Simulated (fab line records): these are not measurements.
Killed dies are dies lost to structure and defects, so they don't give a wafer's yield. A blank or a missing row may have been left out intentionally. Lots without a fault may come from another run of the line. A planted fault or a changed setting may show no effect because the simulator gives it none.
What tool caused it?	flow sky130	18 wafers from 6 lots sampled at 3 of the route's 708 steps

== WHAT THE GAUGES SHOWED, per wafer ==
SKY_SONOS_ONO_THK_MEAS_05.
lot	measured	on	SONOS_ONO_CVD_04_THK (nm)
L554	day 12 05:54	film metro-01	5.55 5.63 5.63
L557	day 13 23:35	film metro-03	5.86 5.75 5.84
L560	day 14 20:16	film metro-01	6.10 5.95 6.09
L564	day 16 12:02	film metro-01	5.68 5.67 5.71
L567	day 16 21:49	film metro-04	7.90 7.86 7.84
L568	day 17 04:40	film metro-03	7.71 7.62 7.69

== EACH LOT AND THE TOOL THAT RAN IT (in order: tool; ch and the chambers of the sampled wafers; start) ==
lot	SKY_VT_ADJUST_HVTR_STRIP_10	SKY_SONOS_ONO_CVD_04
L554	plasma asher-04 ch 0,1, day 10 01:21	lpcvd-03 ch 0, day 12 04:39
L557	plasma asher-02 ch 0,1, day 11 16:53	lpcvd-03 ch 1, day 13 22:19
L560	plasma asher-04 ch 0,1, day 12 12:49	lpcvd-03 ch 0, day 14 19:01
L564	plasma asher-01 ch 0,1, day 13 23:40	lpcvd-03 ch 0, day 16 10:46
L567	plasma asher-02 ch 1, day 14 09:54	lpcvd-03 ch 1, day 16 20:34
L568	plasma asher-01 ch 0,1, day 14 15:40	lpcvd-03 ch 1, day 17 03:25
- SKY_VT_ADJUST_HVTR_STRIP_10: strips in O2/N2.
- SKY_SONOS_ONO_CVD_04: deposits SiO2 from SiH4/N2O, target thk 5.7199 nm.

== THE ANSWER, worked out from the rows above alone ==
Rule: usual is defined by the lots themselves. Put in order of their means at a reading, lots are off if they are a third of the lots or fewer, leave a main group of 4 or more, and stand apart from it by a gap of 3 or more times the standard deviation of the main group's means; of several such gaps the widest counts. A main group whose means are all the same, to the digits that the tables above print for the reading, isn't used. Also off: a lot with no number at a reading for which 4 or more lots have one. Where the step has rows for the other lots, those lots are counted as sound.
Off: at SKY_SONOS_ONO_THK_MEAS_05 (SONOS_ONO_CVD_04_THK), L567, L568. Mean 5.79 nm and standard deviation 0.17 in the main group.
A tool fits if, at a process step before that reading, it ran every lot that is off, and no sound lot after the first of them. Gauges at SKY_SONOS_ONO_THK_MEAS_05: tried the same way as those tools. One candidate fits, namely lpcvd-03 at SKY_SONOS_ONO_CVD_04. Its last sound lot is L564 (day 16 10:46), its first lot that is off L567 (day 16 20:34): a fault that began between those two fits.

== WHAT THE SIMULATOR HAD INSERTED ==
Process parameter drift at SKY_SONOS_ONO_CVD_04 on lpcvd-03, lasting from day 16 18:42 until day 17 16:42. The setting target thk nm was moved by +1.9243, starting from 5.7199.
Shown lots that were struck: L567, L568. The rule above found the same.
